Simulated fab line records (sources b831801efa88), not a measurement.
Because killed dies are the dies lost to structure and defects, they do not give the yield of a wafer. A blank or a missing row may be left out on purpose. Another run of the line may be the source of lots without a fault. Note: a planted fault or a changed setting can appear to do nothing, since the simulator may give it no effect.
The tool behind it: which one? ; flow gf180mcu ; 24 lots, 72 wafers sampled, at 4 steps of a route of 602

WHAT THE GAUGES READ, wafer by wafer
GF_V1_BOW_MEAS_05. Usual: for V1_BOW the level is 84 um and the standard deviation is 7.6.
lot;measured;on;V1_BOW (um);flag
L074;day 17 05:25;film metro-02;88 89 88;
L075;day 17 13:39;film metro-03;90 73 101;
L076;day 17 21:55;film metro-03;93 92 79;
L077;day 18 07:22;film metro-03;83 89 83;
L078;day 18 19:12;film metro-03;91 77 78;
L079;day 19 05:32;film metro-02;66 89 88;
L080;day 19 11:59;film metro-04;88 87 87;
L081;day 20 00:31;film metro-03;72 76 81;
L082;day 20 06:37;film metro-02;88 89 92;
L083;day 20 16:35;film metro-03;80 88 84;
L084;day 21 06:45;film metro-04;93 78 80;
L085;day 21 11:47;film metro-03;77 92 74;
L086;day 21 21:55;film metro-03;85 90 63;
L087;day 22 09:22;film metro-04;68 81 86;
L088;day 22 17:07;film metro-03;76 79 70;
L089;day 22 21:51;film metro-02;77 72 74;
L090;day 23 07:46;film metro-04;85 77 96;
L091;day 23 14:34;film metro-03;93 85 81;
L092;day 24 03:27;film metro-04;75 86 82;
L093;day 24 07:32;film metro-04;90 91 92;
L094;day 24 13:41;film metro-02;84 74 80;
L095;day 24 19:10;film metro-02;108 96 101;
L096;day 25 04:31;film metro-03;88 83 82;
L097;day 25 15:34;film metro-03;88 96 91;

GF_V2_THK_MEAS_01. Usual: for V2_CVD_00_THK the level is 604 nm and the standard deviation is 9.8.
lot;measured;on;V2_CVD_00_THK (nm);flag
L074;day 19 08:22;film metro-04;613 594 594;
L075;day 19 17:16;film metro-02;599 594 602;
L076;day 20 00:33;film metro-01;605 608 606;
L077;day 20 11:41;film metro-04;602 594 611;
L078;day 20 22:44;film metro-04;608 603 601;
L079;day 21 09:32;film metro-04;599 608 600;
L080;day 21 16:19;film metro-01;605 598 605;
L081;day 22 04:08;film metro-01;597 607 615;
L082;day 22 10:01;film metro-04;615 615 614;
L083;day 22 19:16;film metro-01;619 610 611;
L084;day 23 08:39;film metro-02;606 622 610;
L085;day 23 13:47;film metro-04;616 616 613;
L086;day 23 23:46;film metro-01;603 595 614;
L087;day 24 10:49;film metro-02;591 589 589;
L088;day 24 17:43;film metro-02;592 587 581;
L089;day 24 22:05;film metro-01;596 609 602;
L090;day 25 06:41;film metro-04;594 607 595;
L091;day 25 14:17;film metro-01;598 618 615;
L092;day 26 02:04;film metro-04;616 599 603;
L093;day 26 04:33;film metro-01;601 600 615;
L094;day 26 10:30;film metro-04;605 619 605;
L095;day 26 15:59;film metro-04;593 601 593;
L096;day 27 01:10;film metro-02;610 599 619;
L097;day 27 11:51;film metro-04;584 587 590;

GF_M3_RS_MEAS_05: uses a four-point probe to measure. Usual: for M3_ALCU_RS the level is 0.0692 ohm/sq and the standard deviation is 0.00082.
lot;measured;on;M3_ALCU_RS (ohm/sq);flag
L074;day 20 10:53;film metro-01;0.0692 0.0702 0.0693;
L075;day 20 20:03;film metro-01;0.0698 0.0699 0.0697;
L076;day 21 03:43;film metro-04;0.0690 0.0681 0.0698;
L077;day 21 14:27;film metro-04;0.0711 0.0697 0.0707;
L078;day 22 00:59;film metro-04;0.0686 0.0688 0.0686;
L079;day 22 11:46;film metro-03;0.0698 0.0691 0.0695;
L080;day 22 18:24;film metro-03;0.0693 0.0690 0.0686;
L081;day 23 06:18;film metro-01;0.0690 0.0690 0.0692;
L082;day 23 12:11;film metro-01;0.0690 0.0697 0.0692;
L083;day 23 21:04;film metro-04;0.0684 0.0696 0.0686;
L084;day 24 09:49;film metro-03;0.0694 0.0693 0.0681;
L085;day 24 14:50;film metro-03;0.0671 0.0683 0.0670;
L086;day 25 00:59;film metro-01;0.0676 0.0684 0.0677;
L087;day 25 10:43;film metro-03;0.0704 0.0694 0.0702;
L088;day 25 17:50;film metro-03;0.0701 0.0692 0.0692;
L089;day 25 21:35;film metro-04;0.0692 0.0695 0.0685;
L090;day 26 05:26;film metro-01;0.0690 0.0688 0.0699;
L091;day 26 13:51;film metro-01;0.0690 0.0699 0.0703;
L092;day 27 00:52;film metro-03;0.0700 0.0699 0.0705;
L093;day 27 03:44;film metro-04;0.0683 0.0687 0.0684;
L094;day 27 09:17;film metro-03;0.0701 0.0685 0.0705;
L095;day 27 15:15;film metro-03;0.0691 0.0702 0.0688;
L096;day 28 00:04;film metro-01;0.0685 0.0684 0.0693;
L097;day 28 13:06;film metro-03;0.0692 0.0693 0.0686;

WHAT TOOL EACH LOT RAN ON (gives the tool, then ch and the chambers of the sampled wafers, and finally the start)
lot;GF_VT_IMPLANT_RTA_45
L074;rtp anneal-01 ch 0, day 7 11:15
L075;rtp anneal-01 ch 0, day 7 19:52
L076;rtp anneal-01 ch 0, day 8 01:26
L077;rtp anneal-02 ch 0, day 8 07:35
L078;rtp anneal-02 ch 0, day 8 15:51
L079;rtp anneal-02 ch 0, day 8 21:41
L080;rtp anneal-02 ch 0, day 9 05:35
L081;rtp anneal-02 ch 0, day 9 12:56
L082;rtp anneal-02 ch 0, day 9 17:39
L083;rtp anneal-01 ch 0, day 10 01:22
L084;rtp anneal-02 ch 0, day 10 11:55
L085;rtp anneal-02 ch 0, day 10 15:30
L086;rtp anneal-01 ch 0, day 10 23:44
L087;rtp anneal-02 ch 0, day 11 07:45
L088;rtp anneal-01 ch 0, day 11 14:34
L089;rtp anneal-02 ch 0, day 11 22:05
L090;rtp anneal-02 ch 0, day 12 04:34
L091;rtp anneal-02 ch 0, day 12 08:38
L092;rtp anneal-01 ch 0, day 12 20:19
L093;rtp anneal-02 ch 0, day 13 01:19
L094;rtp anneal-01 ch 0, day 13 07:36
L095;rtp anneal-02 ch 0, day 13 14:05
L096;rtp anneal-01 ch 0, day 13 21:50
L097;rtp anneal-02 ch 0, day 14 04:41
- GF_VT_IMPLANT_RTA_45: time 30 s.

WHAT THE TOOLS THEMSELVES READ (means of the sampled wafers that have a number; where no wafer has one, the mark that the record gives instead)
GF_VT_IMPLANT_RTA_45. Usual: lamp power pct 34 %, standard deviation 3.6; wafer_temp_C_max 1054.8, standard deviation 1.1.
lot;tool;lamp power pct (%);wafer_temp_C_max;flag
L074;rtp anneal-01;29;1054.8;
L075;rtp anneal-01;29;1055.2;
L076;rtp anneal-01;29;1055.5;
L077;rtp anneal-02;37;1053.8;
L078;rtp anneal-02;37;1054.1;
L079;rtp anneal-02;37;1055.1;
L080;rtp anneal-02;37;1053.4;
L081;rtp anneal-02;37;1055.0;
L082;rtp anneal-02;37;1055.1;
L083;rtp anneal-01;29;1055.0;
L084;rtp anneal-02;37;1053.3;
L085;rtp anneal-02;37;1053.9;
L086;rtp anneal-01;29;1054.7;
L087;rtp anneal-02;37;1054.4;
L088;rtp anneal-01;29;1056.4;
L089;rtp anneal-02;37;1054.1;
L090;rtp anneal-02;37;1055.1;
L091;rtp anneal-02;37;1054.1;
L092;rtp anneal-01;29;1055.0;
L093;rtp anneal-02;37;1054.6;
L094;rtp anneal-01;29;1056.1;
L095;rtp anneal-02;37;1053.3;
L096;rtp anneal-01;29;1055.6;
L097;rtp anneal-02;37;1054.5;

THE ANSWER, worked out from the rows above alone
Rule: a lot counts as off when the mean over its wafers that have a number is more than 3 standard deviations away from the usual mean. Also off: a lot with no number at a reading for which 4 or more lots have one. All remaining lots with rows at the step are treated as sound. First the gauges in route order, then the tools' own readings, where a lot's mean is used as printed above. The first step at which some lot is off is used, and at that step the reading that is off furthest; a lot without a number counts as furthest.
Nothing can be told from this: no lot is off at any reading shown.

WHAT THE SIMULATOR HAD PUT IN
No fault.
